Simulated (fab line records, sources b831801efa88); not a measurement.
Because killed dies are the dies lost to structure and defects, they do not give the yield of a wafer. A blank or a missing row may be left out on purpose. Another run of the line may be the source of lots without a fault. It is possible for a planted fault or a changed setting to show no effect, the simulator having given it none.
fab line records    flow sky130
record lots=5  wafers=15  last-day=50
route steps=708 shown SPACER@305 POLY_CUT@307 SD_P@320 PAD_OPEN@708
lots with no fault: from the same line, run without faults
start-h: the number of hours between the record's first day and the start of the first shown wafer of the lot    wait-h: hours from the lot's prior step to this one    " the same as in the row above    L1.1+2: one row covering several wafers at once    - either no value or no given start    * or withheld: withheld    < > ~ a bound
route shown NAME@n: names a module that has steps shown in the file, with the first one's number in the route    usual: mean/standard deviation taken from wafers without a fault    same: alike in all rows    chamber/n: place in a boat    sites: the reading at each site    _std_site: how widely they spread, as a standard deviation    _edge_site: inner sites' mean taken away from outer sites' mean    radius-mm: for every site, how far away it sits from the centre of the wafer    mask NAME#n: copy n    behind: tool/chamber where the wafer was last shaped    hold: the reason the lot was held/the length of the hold in hours/how it ended    device: the transistor (n, p or np) that didn't switch    end of line: the route-end tests of the same wafers    where a step has no rows: the recipe by itself    killed: dies that structure and defects cost at the first sort, which is not the same as the wafer's yield    map: dies across one wafer; x = killed, . = not, _ = none there
set.NAME: the setting the step ran with; set.NAME@STEP: the setting that earlier step ran with    model.NAME: the simulator's own value behind a step, which no gauge read
certain route steps with their lots: each step a table, each wafer a row
services: from which hour (start-h, from the record's first day; less than 0 if before it) a tool's chamber was out of use, for how many hours, and why
## steps
# step SKY_SPACER_THK_MEAS_01
# recipe reads=Si3N4_of_SPACER_CVD_00
# usual SPACER_CVD_00_THK=43.2/0.52
lot.wafer  tool           chamber  start-h  wait-h  SPACER_CVD_00_THK[nm]
L526.1     film-metro-02  -        534.89   0.0     44.2
L526.5     "              -        "        "       44.2
L526.6     "              -        "        "       44.1
L527.2     film-metro-01  -        534.90   0.0     43.0
L527.3     "              -        "        "       42.9
L527.4     "              -        "        "       43.0
L533.2     film-metro-02  -        596.55   0.0     43.5
L533.3     "              -        "        "       44.0
L533.6     "              -        "        "       43.3
L542.1     film-metro-01  -        667.14   0.0     43.2
L542.5     "              -        "        "       43.1
L542.6     "              -        "        "       43.4
L548.1     film-metro-02  -        706.34   0.0     44.1
L548.2     "              -        "        "       43.9
L548.6     "              -        "        "       43.7
# step SKY_SPACER_ETCHBACK_02
# recipe chemistry=CH3F/O2  target=Si3N4  stop-on=SiO2  source-w=400  bias-w=80  pressure-mtorr=25  ch3f-flow-sccm=40  O2_flow_sccm=30  time-s=46.7  target-depth-a=450
# usual drypump-motor-current-A=5.8/0.52  oes-product-au=0.857/0.0076  throttle-valve-pct=10.563/0.0093
lot.wafer  tool         chamber  start-h  wait-h  drypump-motor-current-A  oes-product-au  rf-hours-counter-h  throttle-valve-pct
L526.1     rie-diel-01  2        534.95   0.1     5.9                      0.876           11                  10.558
L526.5     "            3        "        "       5.2                      0.871           -                   10.566
L526.6     "            2        "        "       5.9                      0.860           -                   10.563
L527.2     rie-diel-03  3        534.95   0.0     6.6                      0.854           49                  10.557
L527.3     "            1        "        "       5.6                      0.848           55                  10.565
L527.4     "            2        "        "       5.5                      0.855           12                  10.551
L533.2     rie-diel-01  1        596.60   0.0     5.6                      0.861           17                  10.567
L533.3     "            3        "        "       5.3                      0.866           0                   10.564
L533.6     "            0        "        "       5.4                      0.866           -                   10.550
L542.1     rie-diel-02  2        667.20   0.1     6.3                      0.856           1                   10.575
L542.5     "            1        "        "       6.1                      0.860           -                   10.559
L542.6     "            3        "        "       4.8                      0.860           -                   10.543
L548.1     rie-diel-01  3        706.40   0.1     5.2                      0.868           2                   10.558
L548.2     "            1        "        "       5.6                      0.863           20                  10.550
L548.6     "            2        "        "       5.9                      0.861           -                   10.574
# step SKY_POLY_CUT_DEHYDRATE_00
# recipe temp-c=200  time-s=60
# step SKY_POLY_CUT_HMDS_01
# recipe prime-time-s=60  prime-temp-c=120
# step SKY_POLY_CUT_COAT_02
# recipe resist=BARC  temp-c=withheld  time-s=withheld  spin-rpm=3000  resist-thk-nm=60
# step SKY_POLY_CUT_COAT_03
# recipe resist=KrF-thick  spin-rpm=3000  resist-thk-nm=450
# step SKY_POLY_CUT_SOFTBAKE_04
# recipe temp-c=100  time-s=90  resist=KrF-thick
# step SKY_POLY_CUT_EXPOSE_05
# recipe mask-id=NPCM  na=0.8  source-shape=annular  sigma-inner=0.55  sigma-outer=0.85  target-cd-nm=270  dose-mj=32
# step SKY_POLY_CUT_PEB_06
# recipe peb-temp-c=withheld  peb-time-s=withheld  resist=KrF-thick
# step SKY_POLY_CUT_DEVELOP_07
# recipe develop-time-s=60  resist=KrF-thick  dev-temp-c=21
# step SKY_POLY_CUT_CD_MEAS_08
# recipe target-cd-nm=270
# usual cd-nm=269.7/1.5
lot.wafer  tool       chamber  start-h  wait-h  cd-nm
L526.1     cd-sem-01  -        564.53   -       269.6
L526.5     "          -        "        "       268.6
L526.6     "          -        "        "       269.6
L527.2     cd-sem-02  -        564.80   -       269.8
L527.3     "          -        "        "       269.9
L527.4     "          -        "        "       269.6
L533.2     cd-sem-01  -        625.35   -       271.4
L533.3     "          -        "        "       270.9
L533.6     "          -        "        "       270.7
L542.1     cd-sem-01  -        695.98   -       269.7
L542.5     "          -        "        "       273.7
L542.6     "          -        "        "       272.0
L548.1     cd-sem-01  -        734.12   -       270.1
L548.2     "          -        "        "       269.3
L548.6     "          -        "        "       268.1
# step SKY_POLY_CUT_OVL_MEAS_09
# usual POLY_CUT_OVL=0/4.4
lot.wafer  tool        chamber  start-h  wait-h  POLY_CUT_OVL[nm]
L526.1     overlay-02  -        564.65   0.1     1
L526.5     "           -        "        "       -6
L526.6     "           -        "        "       -8
L527.2     overlay-02  -        564.91   0.1     0
L527.3     "           -        "        "       -3
L527.4     "           -        "        "       -5
L533.2     overlay-02  -        625.46   0.1     6
L533.3     "           -        "        "       -1
L533.6     "           -        "        "       1
L542.1     overlay-01  -        696.10   0.1     5
L542.5     "           -        "        "       3
L542.6     "           -        "        "       0
L548.1     overlay-02  -        734.24   0.1     -3
L548.2     "           -        "        "       -4
L548.6     "           -        "        "       -6
# step SKY_POLY_CUT_ETCH_10
# recipe chemistry=N2/H2  target=BARC  ion-energy-ev=200  source-w=500  bias-w=100  pressure-mtorr=30  n2-flow-sccm=100  h2-flow-sccm=200  stop-on=SiO2  time-s=45.9  target-depth-a=600
# usual drypump-motor-current-A=5.8/0.44  h2-flow-sccm=200.0/0.6  oes-product-au=0.854/0.0049  throttle-valve-pct=13.225/0.0091
lot.wafer  tool         chamber  start-h  wait-h  drypump-motor-current-A  h2-flow-sccm  oes-product-au  rf-hours-counter-h  throttle-valve-pct  model.KrF-thick_of_POLY_CUT_COAT_03.thk-nm
L526.1     rie-diel-04  0        564.69   0.0     5.0                      200.5         0.850           1                   13.224              407.9
L526.5     "            0        "        "       5.0                      199.7         0.853           -                   13.237              409.4
L526.6     "            3        "        "       6.1                      200.6         0.853           -                   13.227              410.1
L527.2     rie-diel-01  1        564.94   0.0     5.6                      200.7         0.853           16                  13.230              408.9
L527.3     "            2        "        "       5.9                      199.6         0.853           11                  13.229              407.9
L527.4     "            1        "        "       5.6                      200.3         0.856           -                   13.217              408.4
L533.2     rie-diel-04  1        625.49   0.0     6.3                      199.9         0.853           6                   13.226              411.1
L533.3     "            3        "        "       6.1                      199.9         0.851           4                   13.218              411
L533.6     "            0        "        "       5.0                      200.0         0.861           -                   13.222              409.4
L542.1     rie-diel-01  1        696.14   0.0     5.6                      199.5         0.859           19                  13.230              412.8
L542.5     "            1        "        "       5.7                      198.8         0.862           -                   13.222              414.2
L542.6     "            0        "        "       5.5                      200.6         0.862           -                   13.223              412.1
L548.1     rie-diel-03  1        734.27   0.0     5.6                      198.4         0.857           1                   13.216              407.5
L548.2     "            2        "        "       5.5                      199.7         0.853           15                  13.224              408.5
L548.6     "            3        "        "       6.6                      199.4         0.846           -                   13.237              408.1
# step SKY_POLY_CUT_ETCH_11
# recipe target=Si3N4  chemistry=CF4/CH2F2/Ar  stop-on=poly-Si  source-w=600  bias-w=150  pressure-mtorr=40  cf4-flow-sccm=40  ch2f2-flow-sccm=20  Ar_flow_sccm=150  time-s=42.5  target-depth-a=600
# usual cf4-flow-sccm=40.00/0.13  drypump-motor-current-A=5.8/0.44  oes-product-au=0.833/0.0069  throttle-valve-pct=14.995/0.0084
lot.wafer  tool         chamber  start-h  wait-h  cf4-flow-sccm  drypump-motor-current-A  oes-product-au  rf-hours-counter-h  throttle-valve-pct
L526.1     rie-diel-04  0        564.73   0.0     40.03          5.0                      0.822           1                   14.991
L526.5     "            0        "        "       39.91          5.0                      0.829           -                   14.993
L526.6     "            3        "        "       39.78          6.1                      0.824           -                   14.998
L527.2     rie-diel-01  1        564.98   0.0     39.99          5.7                      0.828           16                  15.003
L527.3     "            2        "        "       40.00          5.8                      0.840           11                  15.013
L527.4     "            1        "        "       40.02          5.6                      0.835           -                   14.990
L533.2     rie-diel-04  1        625.53   0.0     40.13          6.3                      0.831           6                   14.995
L533.3     "            3        "        "       40.07          6.1                      0.826           4                   15.002
L533.6     "            0        "        "       39.97          5.0                      0.838           -                   14.988
L542.1     rie-diel-01  1        696.18   0.0     40.02          5.6                      0.843           19                  15.003
L542.5     "            1        "        "       40.25          5.7                      0.838           -                   14.976
L542.6     "            0        "        "       40.13          5.4                      0.842           -                   14.996
L548.1     rie-diel-03  1        734.31   0.0     40.05          5.6                      0.837           1                   14.989
L548.2     "            2        "        "       39.95          5.6                      0.835           15                  15.002
L548.6     "            3        "        "       40.19          6.6                      0.828           -                   14.987
# step SKY_POLY_CUT_STRIP_12
# recipe chemistry=O2/N2  power-w=1400  pressure-mtorr=1500  platen-temp-c=withheld  o2-flow-sccm=3000  n2-flow-sccm=300  overash-fraction=0.5
# usual drypump-motor-current-A=5.6/0.42  o2-flow-sccm=2998/11  oes-product-au=0.452/0.0048  strip-time-to-endpoint-s=5.353/0.018
lot.wafer  tool             chamber  start-h  wait-h  drypump-motor-current-A  o2-flow-sccm  oes-product-au  rf-hours-counter-h  strip-time-to-endpoint-s
L526.1     plasma-asher-04  0        564.77   0.0     5.2                      2976          0.452           77                  5.348
L526.5     "                1        "        "       5.7                      2986          0.455           -                   5.380
L526.6     "                0        "        "       5.2                      2987          0.450           -                   5.381
L527.2     plasma-asher-03  0        565.02   0.0     5.2                      3012          0.458           12                  5.346
L527.3     "                1        "        "       5.7                      3005          0.442           -                   5.350
L527.4     "                0        "        "       5.2                      3008          0.445           -                   5.359
L533.2     plasma-asher-04  1        625.57   0.0     5.7                      3012          0.448           83                  5.401
L533.3     "                0        "        "       5.2                      3013          0.451           -                   5.390
L533.6     "                0        "        "       5.2                      3009          0.450           -                   5.374
L542.1     plasma-asher-02  1        696.22   0.0     6.5                      2986          0.452           101                 5.405
L542.5     "                0        "        "       6.3                      2994          0.462           -                   5.418
L542.6     "                1        "        "       6.5                      2980          0.450           -                   5.405
L548.1     plasma-asher-03  1        734.36   0.0     5.7                      2984          0.458           28                  5.334
L548.2     "                0        "        "       5.2                      2994          0.453           28                  5.352
L548.6     "                0        "        "       5.2                      2993          0.449           -                   5.353
# step SKY_SD_P_DEHYDRATE_00
# recipe temp-c=200  time-s=60
# step SKY_PAD_OPEN_PROBE_99
# usual killed_at_M0_to_M3=43/6.3  killed_at_M4_up=3.3/1.7  killed-at-contacts=24/5.4  killed-at-front-end=16/4.6  killed-at-other=0.4/0.7  killed-dies=87/9.4  killed-open=47/6.9  killed-short=39/6.1
# same gross-dies=492  killed-at-back-side=0
lot.wafer  tool       chamber  start-h  wait-h  killed_at_M0_to_M3  killed_at_M4_up  killed-at-contacts  killed-at-front-end  killed-at-other  killed-dies  killed-open  killed-short
L527.2     prober-02  -        1086.25  0.1     51                  2                27                  14                   1                95           53           41
L527.3     prober-02  -        1086.30  0.2     42                  2                25                  12                   1                82           50           32
L527.4     prober-02  -        1086.35  0.2     51                  2                23                  18                   0                94           51           43
# killed by level:class
L527.2 CONTACT:geometric-particle:open=10 METAL1:geometric-particle:short=9 VIA1:geometric-particle:open=9 LI_CONTACT:geometric-particle:open=8 VIA3:geometric-particle:open=7 VIA2:geometric-particle:open=7 FIELD_ISO:geometric-particle:open=5 METAL2:geometric-particle:short=5
L527.3 CONTACT:geometric-particle:open=11 VIA3:geometric-particle:open=10 LI_CONTACT:geometric-particle:open=10 METAL1:geometric-particle:short=6 VIA1:geometric-particle:open=5 VIA2:geometric-particle:open=5 POLY_GATE:geometric-particle:open=4 METAL2:geometric-particle:short=4
L527.4 VIA1:geometric-particle:open=9 VIA3:geometric-particle:open=9 FIELD_ISO:geometric-particle:open=6 LI_CONTACT:geometric-particle:open=6 METAL1:geometric-particle:short=6 METAL2:geometric-particle:short=6 VIA3:geometric-particle:short=6 CONTACT:geometric-particle:short=5
## services
tool             chamber  start-h  hours  kind
rie-diel-03      1        512.22   3.1    repair
plasma-asher-03  -        513.80   15.6   pm
rie-diel-02      3        522.28   8.3    repair
plasma-asher-02  -        522.68   2.8    pm
rie-diel-01      2        530.14   4.4    repair
rie-diel-01      0        533.18   7.6    repair
rie-diel-04      -        539.78   14.6   pm
rie-diel-02      0        541.88   8.6    repair
rie-diel-01      3        542.83   28.9   repair
rie-diel-01      2        558.36   4.7    repair
rie-diel-01      -        565.45   2.8    pm
rie-diel-01      3        571.75   -      clean
rie-diel-04      3        602.02   8.6    repair
rie-diel-04      2        603.23   4.2    repair
rie-diel-03      3        635.88   10.3   repair
rie-diel-01      3        636.98   7.7    repair
rie-diel-01      0        658.97   3.0    repair
rie-diel-02      0        659.88   12.3   repair
rie-diel-01      -        663.97   15.6   pm
rie-diel-03      0        704.40   7.7    repair
rie-diel-02      2        717.02   16.7   repair
rie-diel-01      3        718.70   6.3    repair
plasma-asher-04  -        730.81   11.1   repair
plasma-asher-02  -        733.75   9.0    pm
## key
first-sign step=SKY_POLY_CUT_STRIP_12  reading=strip-time-to-endpoint-s  direction=up  sigmas=3.1  usual=*  struck=*
effect none on later readings
model-effect step=SKY_POLY_CUT_ETCH_10  value=KrF-thick_of_POLY_CUT_COAT_03.thk-nm  without=408.4  struck=413
met-at SKY_POLY_CUT_ETCH_10
struck-wafers L542.1,L542.5,L542.6
tester-left-out L542
onset-between 564.94 696.14
also-fits SKY_SPACER_ETCHBACK_02:rie-diel-02,SKY_POLY_CUT_ETCH_11:rie-diel-01,SKY_POLY_CUT_STRIP_12:plasma-asher-02
fault kind=process-parameter-drift  tool=rie-diel-01  chamber=-  onset-h=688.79  steps=SKY_POLY_CUT_ETCH_10  channel=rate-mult  offset=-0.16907  shape=step  end-h=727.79
# tester-left-out: of these lots the tester's yield and bins aren't shown, on N5 and GAA mostly nor the transistor test; their killed dies are dies lost to structure and defects alone, not to doping, threshold or leakage, so they don't give the yield
